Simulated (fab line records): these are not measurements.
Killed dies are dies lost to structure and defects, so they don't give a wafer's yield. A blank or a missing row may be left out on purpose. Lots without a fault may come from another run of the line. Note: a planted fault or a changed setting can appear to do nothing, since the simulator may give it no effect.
What tool caused it?	flow sfqLine	42 wafers from 14 lots sampled at 3 of the route's 325 steps

## WHAT EACH GAUGE READ, for each wafer
SFQ_R5_RS_MEAS_933: the measuring method here is four-point-probe.
lot	measured	on	R5_MONX_RS (ohm/sq)
L554	day 50 10:16	filmMetro-01	6.92 6.97 6.96
L557	day 51 07:06	filmMetro-01	6.89 7.02 7.00
L559	day 51 14:12	filmMetro-04	7.01 6.89 6.99
L560	day 55 02:42	filmMetro-01	7.07 7.12 7.19
L561	day 55 14:29	filmMetro-01	7.12 7.08 7.06
L562	day 55 21:13	filmMetro-01	6.86 7.04 7.06
L563	day 56 06:12	filmMetro-04	7.03 7.18 7.18
L564	day 56 09:34	filmMetro-04	7.09 6.99 7.13
L566	day 58 09:37	filmMetro-02	7.08 7.14 7.17
L567	day 61 20:29	filmMetro-02	7.12 7.07 7.13
L568	day 62 04:52	filmMetro-02	7.07 7.06 7.08
L570	day 62 12:44	filmMetro-02	7.01 7.03 7.01
L572	day 64 03:18	filmMetro-02	7.01 7.01 7.01
L576	day 69 17:57	filmMetro-01	7.07 7.03 7.06

SFQ_I6_BOW_MEAS_941.
lot	measured	on	I6_BOW (um)
L554	day 60 17:58	filmMetro-01	20 19 34
L557	day 60 23:55	filmMetro-03	6 9 5
L559	day 61 04:52	filmMetro-01	7 10 10
L560	day 61 05:55	filmMetro-02	5 3 13
L561	day 61 07:50	filmMetro-03	5 -3 3
L562	day 67 06:07	filmMetro-01	-1 1 8
L563	day 67 07:56	filmMetro-03	16 4 6
L564	day 67 09:44	filmMetro-01	14 6 1
L566	day 68 11:08	filmMetro-01	10 20 27
L567	day 68 12:58	filmMetro-03	32 18 23
L568	day 68 14:08	filmMetro-01	7 5 4
L570	day 68 17:12	filmMetro-01	17 17 2
L572	day 70 05:53	filmMetro-02	-2 5 -15
L576	day 74 18:51	filmMetro-02	0 -13 -26

## EACH LOT AND THE TOOL THAT RAN IT (in order: tool; ch and the chambers of the sampled wafers; start)
lot	SFQ_TRILAYER_R5_BARC_OPEN_METAL_ETCH_177
L554	rieMetal-04 ch 0,1, day 50 22:43
L557	rieMetal-03 ch 0,1, day 51 09:34
L559	rieMetal-02 ch 0,1, day 51 16:38
L560	rieMetal-03 ch 0,1, day 55 05:18
L561	rieMetal-04 ch 0,1, day 55 16:58
L562	rieMetal-02 ch 0,1, day 56 19:21
L563	rieMetal-03 ch 0,1, day 57 03:45
L564	rieMetal-03 ch 0,1, day 57 06:09
L566	rieMetal-03 ch 0,1, day 59 07:37
L567	rieMetal-04 ch 0,1, day 62 09:03
L568	rieMetal-04 ch 0,1, day 62 10:15
L570	rieMetal-02 ch 0,1, day 62 18:48
L572	rieMetal-02 ch 0,1, day 68 00:58
L576	rieMetal-04 ch 0,1, day 70 02:28
- SFQ_TRILAYER_R5_BARC_OPEN_METAL_ETCH_177: etches BARC in O2, target depth 125 nm, time 41.7 s.

## AS READ BY THE TOOLS THEMSELVES (means over the sampled wafers that have a number; for cases with no such wafer, the mark the record gives instead)
SFQ_TRILAYER_R5_BARC_OPEN_METAL_ETCH_177.
lot	tool	drypumpMotorCurrentA (A)	oesProductAu (a.u.)	rfFwdPowerW (W)
L554	rieMetal-04	5.6	0.684	593.6
L557	rieMetal-03	6.1	0.683	592.7
L559	rieMetal-02	6.3	0.682	591.2
L560	rieMetal-03	6.1	0.691	594.9
L561	rieMetal-04	5.6	0.687	592.3
L562	rieMetal-02	6.2	0.685	593.2
L563	rieMetal-03	5.9	0.683	595.5
L564	rieMetal-03	5.9	0.685	594.3
L566	rieMetal-03	6.1	0.685	592.9
L567	rieMetal-04	5.6	0.684	593.2
L568	rieMetal-04	5.6	0.682	593.7
L570	rieMetal-02	6.3	0.685	592.5
L572	rieMetal-02	6.3	0.680	592.6
L576	rieMetal-04	5.7	0.679	592.3

## THE ANSWER, worked out from the rows above alone
Rule: usual is defined by the lots themselves. The widest of any qualifying gaps counts: lots, ordered by their means at a reading, are off when they make up no more than a third of the lots, leave a main group of 4 or more, and stand apart from it by 3 or more times the standard deviation of that group's means. The tables above print the reading to a certain number of digits; a main group whose means all agree to those digits is not used. A lot without any number at a reading at which 4 lots or more have one is off too. Any other lot the step has rows for is counted as sound. Order of review: gauges by route order, followed by the tools' own readings, for which a lot's mean as printed above is used. The first step at which some lot is off is used, and at that step the reading that is off furthest; a lot without a number counts as furthest.
None of the lots is off at any reading shown; this tells nothing.

## WHAT WAS PUT IN BY THE SIMULATOR
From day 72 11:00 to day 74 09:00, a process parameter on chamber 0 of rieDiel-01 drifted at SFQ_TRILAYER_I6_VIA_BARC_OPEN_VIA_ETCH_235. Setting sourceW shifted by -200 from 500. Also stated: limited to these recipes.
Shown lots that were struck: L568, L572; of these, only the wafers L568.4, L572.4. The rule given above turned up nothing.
